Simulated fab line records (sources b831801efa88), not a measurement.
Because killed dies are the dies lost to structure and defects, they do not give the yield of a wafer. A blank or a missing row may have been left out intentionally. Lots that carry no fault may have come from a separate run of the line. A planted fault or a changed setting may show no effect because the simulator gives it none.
Which tool was responsible? + flow sky130 + 30 wafers from 10 lots sampled at 3 of the route's 708 steps

WHAT EACH GAUGE READ, for each wafer
SKY_METAL1_RS_MEAS_05: the measuring method here is four-point-probe.
| lot  | measured     | on            | METAL1_ALCU_RS (ohm/sq) |
|------|--------------|---------------|-------------------------|
| L985 | day 31 12:03 | film_metro-04 | 0.1267 0.1295 0.1277    |
| L987 | day 31 18:25 | film_metro-02 | 0.1255 0.1265 0.1255    |
| L988 | day 32 01:59 | film_metro-01 | 0.1300 0.1286 0.1293    |
| L992 | day 33 09:38 | film_metro-01 | 0.1248 0.1266 0.1257    |
| L101 | day 37 06:22 | film_metro-02 | 0.1260 0.1270 0.1264    |
| L100 | day 37 17:17 | film_metro-01 | 0.1017 0.1017 0.1010    |
| L102 | day 37 18:49 | film_metro-04 | 0.1026 0.1031 0.1027    |
| L105 | day 38 06:49 | film_metro-04 | 0.1296 0.1254 0.1270    |
| L106 | day 38 08:36 | film_metro-02 | 0.1249 0.1253 0.1243    |
| L107 | day 38 18:54 | film_metro-01 | 0.1253 0.1260 0.1277    |

EACH LOT AND THE TOOL THAT RAN IT (in order: tool; ch and the chambers of the sampled wafers; start)
| lot  | SKY_LOCAL_INTERCONNECT_ETCH_13    | SKY_METAL1_SPUTTER_02        |
|------|-----------------------------------|------------------------------|
| L985 | rie_metal-03 ch 0,1, day 30 05:16 | pvd_sputter-02, day 31 11:58 |
| L987 | rie_metal-02 ch 0,1, day 30 10:58 | pvd_sputter-01, day 31 18:16 |
| L988 | rie_metal-04 ch 0,1, day 30 19:55 | pvd_sputter-02, day 32 01:53 |
| L992 | rie_metal-04 ch 0, day 32 03:28   | pvd_sputter-01, day 33 09:32 |
| L101 | rie_metal-04 ch 0,1, day 36 01:34 | pvd_sputter-01, day 37 06:16 |
| L100 | rie_metal-03 ch 0,1, day 36 11:55 | pvd_sputter-01, day 37 17:11 |
| L102 | rie_metal-04 ch 0, day 36 13:40   | pvd_sputter-01, day 37 18:43 |
| L105 | rie_metal-03 ch 0,1, day 37 02:24 | pvd_sputter-02, day 38 06:43 |
| L106 | rie_metal-04 ch 0,1, day 37 03:21 | pvd_sputter-04, day 38 08:31 |
| L107 | rie_metal-04 ch 0,1, day 37 13:28 | pvd_sputter-04, day 38 18:49 |
- SKY_LOCAL_INTERCONNECT_ETCH_13: etches BARC in N2/H2, stops on SiO2, time 45.9 s, target depth 60 nm.
- SKY_METAL1_SPUTTER_02: material AlCu, target thk 250 nm, time 13.3 s.

THE ANSWER, worked out from the rows above alone
Rule: the lots themselves supply what counts as usual. The widest of any qualifying gaps counts: lots, ordered by their means at a reading, are off when they make up no more than a third of the lots, leave a main group of 4 or more, and stand apart from it by 3 or more times the standard deviation of that group's means. If all means in a main group match to the digits the tables above print for the reading, that group is not used. Also off: a lot with no number at a reading for which 4 or more lots have one. Any other lot the step has rows for is counted as sound.
Off: L100, L102, at SKY_METAL1_RS_MEAS_05 (METAL1_ALCU_RS). For the main group the mean is 0.1267 ohm/sq and the standard deviation 0.0013.
If a tool, at a process step before that reading, ran all the lots that are off and no sound lot after the first of them, it fits. Those tools and the gauges at SKY_METAL1_RS_MEAS_05 are tried in the same way. One fits: SKY_METAL1_SPUTTER_02 on pvd_sputter-01. Its last sound lot is L101 (day 37 06:16), its first lot that is off L100 (day 37 17:11): a fault that began between those two fits.

WHAT WAS PUT IN BY THE SIMULATOR
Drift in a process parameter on pvd_sputter-01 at SKY_METAL1_SPUTTER_02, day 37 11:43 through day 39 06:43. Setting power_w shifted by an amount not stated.
Lots struck among those shown: L100, L102. The rule above found the same.
